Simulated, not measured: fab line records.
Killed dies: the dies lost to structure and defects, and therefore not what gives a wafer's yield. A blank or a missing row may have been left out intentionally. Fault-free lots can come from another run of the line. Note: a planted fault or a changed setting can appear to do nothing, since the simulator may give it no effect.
Which tool was responsible? -- flow sfqLine -- Sampling: 15 lots, 43 wafers, 7 of 325 route steps

== WHAT EACH GAUGE READ, for each wafer ==
SFQ_L0_RS_MEAS_901: the measuring method here is four-point-probe. Usual: L0_MONX_KI_RS typically reads 43.4 ohm/sq, with standard deviation 0.37.
lot,measured,on,L0_MONX_KI_RS (ohm/sq),flag
L562,day 1 12:35,filmMetro-04,43.5 43.7 43.5,
L565,day 2 03:34,filmMetro-02,42.9 42.9 43.1,
L566,day 2 08:35,filmMetro-02,43.9 43.7 43.8,
L567,day 2 13:37,filmMetro-02,43.5 42.9 43.6,
L568,day 2 18:36,filmMetro-02,43.8 43.4 43.4,
L569,day 2 23:34,filmMetro-01,42.8 43.4 43.9,
L570,day 3 04:34,filmMetro-02,42.9 42.9 43.4,
L571,day 3 09:34,filmMetro-01,42.9 43.7 43.4,
L573,day 3 19:37,filmMetro-01,29.5 29.6 29.5 29.6,OFF
L574,day 4 00:35,filmMetro-04,43.4 43.6 43.6,
L575,day 4 05:34,filmMetro-04,43.9 29.7 43.8 29.7,OFF
L577,day 4 15:36,filmMetro-02,43.5 29.3 43.4 43.4 29.3 43.4,OFF
L581,day 5 11:35,filmMetro-02,42.7 43.2 43.6,
L582,day 5 16:35,filmMetro-04,43.9 44.5 43.7,
L585,day 6 07:35,filmMetro-04,42.6 42.9 42.6,

SFQ_L0_THK_MEAS_902: measures by xrf. Usual: L0_MONX_KI_THK typically reads 40.8 nm, with standard deviation 0.39.
lot,measured,on,L0_MONX_KI_THK (nm),flag
L562,day 1 12:41,filmMetro-04,40.6 40.4 40.6,
L565,day 2 03:41,filmMetro-02,41.2 41.3 41.1,
L566,day 2 08:41,filmMetro-02,40.5 40.6 40.4,
L567,day 2 13:43,filmMetro-02,40.8 41.2 40.7,
L568,day 2 18:42,filmMetro-02,40.6 40.9 40.8,
L569,day 2 23:41,filmMetro-01,41.3 40.4 40.0,
L570,day 3 04:41,filmMetro-02,41.3 41.2 40.8,
L571,day 3 09:41,filmMetro-01,41.2 40.5 40.8,
L573,day 3 22:25,filmMetro-01,59.4 59.9 59.9 59.8,OFF
L574,day 4 00:41,filmMetro-04,40.7 40.5 40.5,
L575,day 4 08:10,filmMetro-04,40.3 59.4 40.5 59.6,OFF
L577,day 4 20:40,filmMetro-02,40.6 60.4 40.7 40.6 60.4 40.4,OFF
L581,day 5 11:41,filmMetro-02,41.5 40.8 40.8,
L582,day 5 16:41,filmMetro-04,40.2 39.6 40.4,
L585,day 6 07:41,filmMetro-04,41.6 41.5 41.7,

SFQ_M3_OVL_MEAS_921. Usual: M3_OVL typically reads 0 nm, with standard deviation 4.9.
lot,measured,on,M3_OVL (nm),flag
L562,day 29 17:03,overlay-02,-3 0 4,
L565,day 30 11:28,overlay-01,-4 -5 -9,
L566,day 30 19:52,overlay-02,-2 8 8,
L567,day 31 08:29,overlay-01,-4 -1 -4,
L568,day 31 13:17,overlay-01,-7 -5 -8,
L569,day 33 14:58,overlay-01,0 6 -6,
L570,day 33 16:10,overlay-02,-2 -2 -7,
L571,day 38 20:35,overlay-01,0 1 0,
L573,day 39 03:21,overlay-02,4 3,
L574,day 44 05:52,overlay-02,-10 -4 -3,
L575,day 44 07:03,overlay-01,0 -1,
L577,day 44 14:16,overlay-01,-2 3 0,
L581,day 44 21:28,overlay-02,-5 -2 -4,
L582,day 44 22:40,overlay-02,-1 -3 1,
L585,day 45 05:52,overlay-01,1 -4 -2,

== WHAT TOOL EACH LOT RAN ON (gives the tool, then ch and the chambers of the sampled wafers, and finally the start) ==
lot,SFQ_TRILAYER_L0_DEP_SPUTTER_003,SFQ_TRILAYER_L0_ETCH_METAL_ETCH_008,SFQ_TRILAYER_L0_STRIP_STRIP_009,SFQ_TRILAYER_I0_VIA_BARC_OPEN_VIA_ETCH_046
L562,"pvdSputter-06, day 1 12:29","rieMetal-03 ch 0,1, day 2 10:26","rieMetal-03 ch 0,1, day 2 10:29","rieDiel-03 ch 0,2, day 13 18:10"
L565,"pvdSputter-06, day 2 03:29","rieMetal-01 ch 0,1, day 4 16:01","rieMetal-01 ch 0,1, day 4 16:04","rieDiel-02 ch 0,1, day 17 02:35"
L566,"pvdSputter-05, day 2 08:29","rieMetal-02 ch 0,1, day 5 05:34","rieMetal-02 ch 0,1, day 5 05:36","rieDiel-03 ch 0,2, day 17 13:31"
L567,"pvdSputter-03, day 2 13:29","rieMetal-02 ch 0, day 5 11:40","rieMetal-02 ch 0, day 5 12:19","rieDiel-04 ch 1,2, day 17 21:56"
L568,"pvdSputter-03, day 2 18:29","rieMetal-02 ch 0, day 5 16:27","rieMetal-02 ch 0, day 5 16:55","rieDiel-02 ch 1,2, day 17 23:07"
L569,"pvdSputter-03, day 2 23:29","rieMetal-01 ch 0,1, day 5 22:22","rieMetal-01 ch 0,1, day 5 22:24","rieDiel-03 ch 0,2,3, day 18 01:31"
L570,"pvdSputter-05, day 3 04:29","rieMetal-01 ch 0,1, day 6 04:22","rieMetal-01 ch 0,1, day 6 04:24","rieDiel-04 ch 2,3, day 18 03:54"
L571,"pvdSputter-03, day 3 09:29","rieMetal-01 ch 0,1, day 6 10:22","rieMetal-01 ch 0,1, day 6 10:24","rieDiel-04 ch 1,2,3, day 18 08:42"
L573,"pvdSputter-03, day 3 19:29","rieMetal-01 ch 0,1, day 7 01:57","rieMetal-01 ch 0,1, day 7 02:11","rieDiel-03 ch 0,2, day 18 13:30"
L574,"pvdSputter-05, day 4 00:29","rieMetal-01 ch 0, day 7 07:56","rieMetal-01 ch 0, day 7 07:59","rieDiel-02 ch 1,2,3, day 18 15:54"
L575,"pvdSputter-03, day 4 05:29","rieMetal-01 ch 0,1, day 7 13:56","rieMetal-01 ch 0,1, day 7 13:59","rieDiel-04 ch 1,3, day 18 17:06"
L577,"pvdSputter-03, day 4 15:29","rieMetal-01 ch 0,1, day 8 07:00","rieMetal-01 ch 0,1, day 8 07:14","rieDiel-02 ch 1,2,3, day 18 21:54"
L581,"pvdSputter-05, day 5 11:29","rieMetal-02 ch 0,1, day 9 03:23","rieMetal-02 ch 0,1, day 9 03:26","rieDiel-02 ch 1,3, day 19 07:30"
L582,"pvdSputter-06, day 5 16:29","rieMetal-01 ch 1, day 9 08:11","rieMetal-01 ch 1, day 9 08:14","rieDiel-04 ch 2,3, day 19 09:54"
L585,"pvdSputter-05, day 6 07:29","rieMetal-02 ch 1, day 10 06:59","rieMetal-02 ch 1, day 10 07:02","rieDiel-04 ch 0,1, day 20 07:30"
- SFQ_TRILAYER_L0_DEP_SPUTTER_003: material MoNx KI, target thk 40 nm, time 100 s.
- SFQ_TRILAYER_L0_ETCH_METAL_ETCH_008: etches MoNx KI in SF6/O2, stops on SiO2, target depth 50 nm, time 25 s.
- SFQ_TRILAYER_L0_STRIP_STRIP_009: strips in O2.
- SFQ_TRILAYER_I0_VIA_BARC_OPEN_VIA_ETCH_046: etches BARC in O2, target depth 125 nm, time 41.7 s.

== AS READ BY THE TOOLS THEMSELVES (means over the sampled wafers that have a number; for cases with no such wafer, the mark the record gives instead) ==
SFQ_TRILAYER_L0_DEP_SPUTTER_003. Usual: chamberPressurePa 0.4001 Pa, standard deviation 0.00084; throttleValvePct 30.0 %, standard deviation 1.6.
lot,tool,chamberPressurePa (Pa),throttleValvePct (%),flag
L562,pvdSputter-06,0.4006,28.7,
L565,pvdSputter-06,0.3998,29.1,
L566,pvdSputter-05,0.3999,29.7,
L567,pvdSputter-03,0.3993,28.8,
L568,pvdSputter-03,0.4001,30.2,
L569,pvdSputter-03,0.4005,30.9,
L570,pvdSputter-05,0.4000,30.4,
L571,pvdSputter-03,0.4001,30.3,
L573,pvdSputter-03,0.4003,30.8,
L574,pvdSputter-05,0.3998,29.8,
L575,pvdSputter-03,0.3992,30.2,
L577,pvdSputter-03,0.4004,31.8,
L581,pvdSputter-05,0.4003,30.4,
L582,pvdSputter-06,0.4009,29.6,
L585,pvdSputter-05,0.4012,29.7,

SFQ_TRILAYER_L0_ETCH_METAL_ETCH_008. Usual: drypumpMotorCurrentA 5.9 A, standard deviation 0.37; heBacksideLeakSccm 3.40 sccm, standard deviation 0.19; oesProductAu 0.875 a.u., standard deviation 0.0059.
lot,tool,drypumpMotorCurrentA (A),heBacksideLeakSccm (sccm),oesProductAu (a.u.),flag
L562,rieMetal-03,5.8,3.27,0.873,
L565,rieMetal-01,5.7,3.39,0.879,
L566,rieMetal-02,6.1,3.45,0.871,
L567,rieMetal-02,6.5,3.41,0.880,
L568,rieMetal-02,6.5,3.42,0.870,
L569,rieMetal-01,5.8,3.43,0.872,
L570,rieMetal-01,5.8,3.25,0.878,
L571,rieMetal-01,5.8,3.49,0.874,
L573,rieMetal-01,5.8,3.46,0.994,OFF
L574,rieMetal-01,5.7,3.53,0.875,
L575,rieMetal-01,5.8,3.39,0.927,OFF
L577,rieMetal-01,5.8,3.64,0.914,OFF
L581,rieMetal-02,5.6,3.27,0.878,
L582,rieMetal-01,5.8,3.19,0.863,
L585,rieMetal-02,5.2,3.36,0.882,

SFQ_TRILAYER_L0_STRIP_STRIP_009. Usual: drypumpMotorCurrentA 5.9 A, standard deviation 0.37; heBacksideLeakSccm 3.40 sccm, standard deviation 0.25; oesProductAu 0.997 a.u., standard deviation 0.0098.
lot,tool,drypumpMotorCurrentA (A),heBacksideLeakSccm (sccm),oesProductAu (a.u.),flag
L562,rieMetal-03,5.8,3.37,1.006,
L565,rieMetal-01,5.7,3.32,0.987,
L566,rieMetal-02,6.1,3.51,0.999,
L567,rieMetal-02,6.5,3.47,1.005,
L568,rieMetal-02,6.5,3.41,0.999,
L569,rieMetal-01,5.8,3.31,0.984,
L570,rieMetal-01,5.7,3.18,0.992,
L571,rieMetal-01,5.8,3.25,0.994,
L573,rieMetal-01,5.8,3.48,1.003,
L574,rieMetal-01,5.8,3.51,0.990,
L575,rieMetal-01,5.8,3.30,0.998,
L577,rieMetal-01,5.7,3.35,0.990,
L581,rieMetal-02,5.6,3.36,1.001,
L582,rieMetal-01,5.7,3.26,0.992,
L585,rieMetal-02,5.2,3.37,0.998,

SFQ_TRILAYER_I0_VIA_BARC_OPEN_VIA_ETCH_046. Usual: drypumpMotorCurrentA 5.8 A, standard deviation 0.48; oesProductAu 0.685 a.u., standard deviation 0.0047.
lot,tool,drypumpMotorCurrentA (A),oesProductAu (a.u.),flag
L562,rieDiel-03,6.4,0.680,
L565,rieDiel-02,5.7,0.685,
L566,rieDiel-03,6.4,0.682,
L567,rieDiel-04,5.6,0.686,
L568,rieDiel-02,5.4,0.690,
L569,rieDiel-03,6.0,0.685,
L570,rieDiel-04,5.7,0.684,
L571,rieDiel-04,5.7,0.683,
L573,rieDiel-03,6.3,0.683,
L574,rieDiel-02,5.7,0.685,
L575,rieDiel-04,5.5,0.688,
L577,rieDiel-02,5.7,0.686,
L581,rieDiel-02,5.7,0.689,
L582,rieDiel-04,5.9,0.686,
L585,rieDiel-04,5.9,0.684,

== THE ANSWER, worked out from the rows above alone ==
Rule: take the mean of a lot's wafers that have a number; if it is more than 3 standard deviations from the usual mean, the lot is off. A lot without any number at a reading at which 4 lots or more have one is off too. All remaining lots with rows at the step are treated as sound. First the gauges in route order, then the tools' own readings, where a lot's mean is used as printed above. The first step at which some lot is off is used, and at that step the reading that is off furthest; a lot without a number counts as furthest.
Off: L573, L575, L577, seen at SFQ_L0_RS_MEAS_901 (L0_MONX_KI_RS).
If a tool, at a process step before that reading, ran all the lots that are off and no sound lot after the first of them, it fits. Not tried: the gauges at SFQ_L0_RS_MEAS_901; whatever is off there is also off at SFQ_TRILAYER_L0_ETCH_METAL_ETCH_008, on other tools, and gauge error can't account for it. One candidate fits, namely pvdSputter-03 at SFQ_TRILAYER_L0_DEP_SPUTTER_003. Its last sound lot is L571 (day 3 09:29), its first lot that is off L573 (day 3 19:29): a fault that began between those two fits.

== WHAT HAD BEEN PUT IN BY THE SIMULATOR ==
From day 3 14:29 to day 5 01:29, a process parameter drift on pvdSputter-03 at SFQ_TRILAYER_L0_DEP_SPUTTER_003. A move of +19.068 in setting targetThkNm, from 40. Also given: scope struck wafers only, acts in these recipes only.
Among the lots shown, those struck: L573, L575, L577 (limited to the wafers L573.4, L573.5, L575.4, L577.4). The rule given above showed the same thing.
